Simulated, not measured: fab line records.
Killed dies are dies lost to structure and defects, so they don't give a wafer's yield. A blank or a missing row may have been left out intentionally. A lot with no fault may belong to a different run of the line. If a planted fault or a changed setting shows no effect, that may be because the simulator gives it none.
The same fault as seen by 2 desks :: flow sky130 :: numbers are kept per desk, each desk with only its own; the story behind them comes last

METROLOGY DESK
Lot by lot, what the gauges showed, no matter which tool ran the lot: averages of those sampled wafers that carry a number. Any lot whose mean is over 4 standard deviations away from the usual mean is out of limits and marked OUT; that distance is given in the brackets.
Columns: A = LDD_HVN_TW at SKY_LDD_HVN_TW_MEAS_10, usual 1462; B = LDD_LDN_TW at SKY_LDD_LDN_TW_MEAS_13, usual 1490
lot: L748
first seen here: day 20 05:11
A: 1473
B: 1492

lot: L749
first seen here: day 20 07:07
A: 1466
B: 1454

lot: L750
first seen here: day 20 21:38
A: 1427
B: 1535

lot: L752
first seen here: day 21 21:36
A: 1424
B: 1463

lot: L753
first seen here: day 22 08:34
A: 1458
B: 1490

lot: L756
first seen here: day 23 10:54
A: 1426
B: 1519

lot: L760
first seen here: day 26 21:35
A: 1396
B: 1454

lot: L762
first seen here: day 27 01:33
A: 1400
B: 1452

lot: L764
first seen here: day 27 02:11
A: 1478
B: 1525

lot: L767
first seen here: day 27 18:06
A: 1465
B: 1494

lot: L769
first seen here: day 28 07:58
A: 1454
B: 1514

lot: L770
first seen here: day 28 14:37
A: 1477
B: 1518
This desk's verdict: no lot among the 12 shows anything out of limits.

DESK OF THE TOOL OWNER: implanter-03
SKY_LDD_HVN_IMPLANT_08, tool's own readings: per-lot mean of the sampled wafers with a number, covering each lot this tool ran. Any lot whose mean is over 4 standard deviations away from the usual mean is out of limits and marked OUT; that distance is given in the brackets.
Columns: A = beam-energy-keV at SKY_LDD_HVN_IMPLANT_08, usual 60.007
lot: L749
first seen here: day 20 06:55
A: 60.026

lot: L752
first seen here: day 21 21:22
A: 60.012

lot: L760
first seen here: day 26 21:20
A: 48.323 (-99 or more) OUT

lot: L762
first seen here: day 27 01:19
A: 48.316 (-99 or more) OUT
This desk's verdict: out of limits on L760, L762, starting with L760 at day 26 21:20 (beam-energy-keV at SKY_LDD_HVN_IMPLANT_08). L749, L752 stayed within limits.

PUT TOGETHER
At day 26 21:20, on L760, L762, the tool owner's desk was in a position to raise an alarm.
The metrology desk saw nothing out of limits.
The metrology desk holds a record of L760, L762, inside its limits.
Of the lots named, all ran SKY_LDD_HVN_IMPLANT_08 on implanter-03.

WHAT THE SIMULATOR HAD INSERTED
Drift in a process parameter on implanter-03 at SKY_LDD_HVN_IMPLANT_08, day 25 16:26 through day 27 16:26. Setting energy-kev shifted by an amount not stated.
Shown lots that were struck: L760, L762.
Each desk's first reading out of limits, in hours after the fault started: the tool owner's desk, 29.
